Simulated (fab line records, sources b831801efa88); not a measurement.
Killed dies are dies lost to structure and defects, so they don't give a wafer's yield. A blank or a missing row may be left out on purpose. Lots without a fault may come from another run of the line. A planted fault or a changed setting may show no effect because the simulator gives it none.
Which tool did it? | flow gf180mcu | 11 lots, 33 wafers sampled, at 2 steps of a route of 602

WHAT THE GAUGES READ, wafer by wafer
GF_STI_THK_MEAS_04.
lot  | measured    | on            | STI_CVD_03_THK (nm)
L302 | day 1 13:44 | film_metro-01 | 206.4 204.1 206.7
L305 | day 2 04:34 | film_metro-01 | 209.1 209.8 208.5
L306 | day 2 13:59 | film_metro-02 | 208.1 207.6 207.4
L308 | day 2 23:50 | film_metro-02 | 205.8 207.3 205.4
L310 | day 3 06:44 | film_metro-02 | 206.4 206.1 205.1
L311 | day 3 11:32 | film_metro-01 | 200.2 202.0 199.5
L315 | day 4 07:01 | film_metro-02 | 204.1 205.1 207.1
L316 | day 4 11:34 | film_metro-04 | 203.9 204.8 206.5
L318 | day 4 22:35 | film_metro-04 | 206.1 205.1 205.6
L320 | day 5 07:34 | film_metro-01 | 277.0 276.5 277.7
L322 | day 5 18:17 | film_metro-04 | 204.5 204.6 204.4

WHICH TOOL RAN EACH LOT (tool, then ch and the chambers of the sampled wafers, then the start)
lot  | GF_STI_CVD_03
L302 | lpcvd-01 ch 0, day 1 11:44
L305 | lpcvd-02 ch 0, day 2 02:34
L306 | lpcvd-01 ch 1, day 2 12:00
L308 | lpcvd-02 ch 0, day 2 21:52
L310 | lpcvd-02 ch 1, day 3 04:44
L311 | lpcvd-01 ch 0, day 3 09:32
L315 | lpcvd-02 ch 0, day 4 04:59
L316 | lpcvd-01 ch 1, day 4 09:34
L318 | lpcvd-02 ch 1, day 4 20:35
L320 | lpcvd-01 ch 1, day 5 05:34
L322 | lpcvd-02 ch 1, day 5 16:18
- GF_STI_CVD_03: deposits Si3N4 from DCS/NH3, target thk 207.16 nm, time 3551 s.

THE ANSWER, worked out from the rows above alone
Rule: what is usual is taken from the lots themselves. Put in order of their means at a reading, lots are off if they are a third of the lots or fewer, leave a main group of 4 or more, and stand apart from it by a gap of 3 or more times the standard deviation of the main group's means; of several such gaps the widest counts. A main group whose means are all the same, to the digits that the tables above print for the reading, isn't used. A lot without any number at a reading at which 4 lots or more have one is off too. The other lots that the step has rows for count as sound.
Off: L320, at GF_STI_THK_MEAS_04 (STI_CVD_03_THK). The main group: mean 205.6 nm, standard deviation 2.1.
A tool fits if, at a process step before that reading, it ran every lot that is off, and no sound lot after the first of them. The gauges at GF_STI_THK_MEAS_04 are tried like those tools. Can't be told from this: 2 tools fit, lpcvd-01 at GF_STI_CVD_03, film_metro-01 at GF_STI_THK_MEAS_04.

WHAT THE SIMULATOR HAD PUT IN
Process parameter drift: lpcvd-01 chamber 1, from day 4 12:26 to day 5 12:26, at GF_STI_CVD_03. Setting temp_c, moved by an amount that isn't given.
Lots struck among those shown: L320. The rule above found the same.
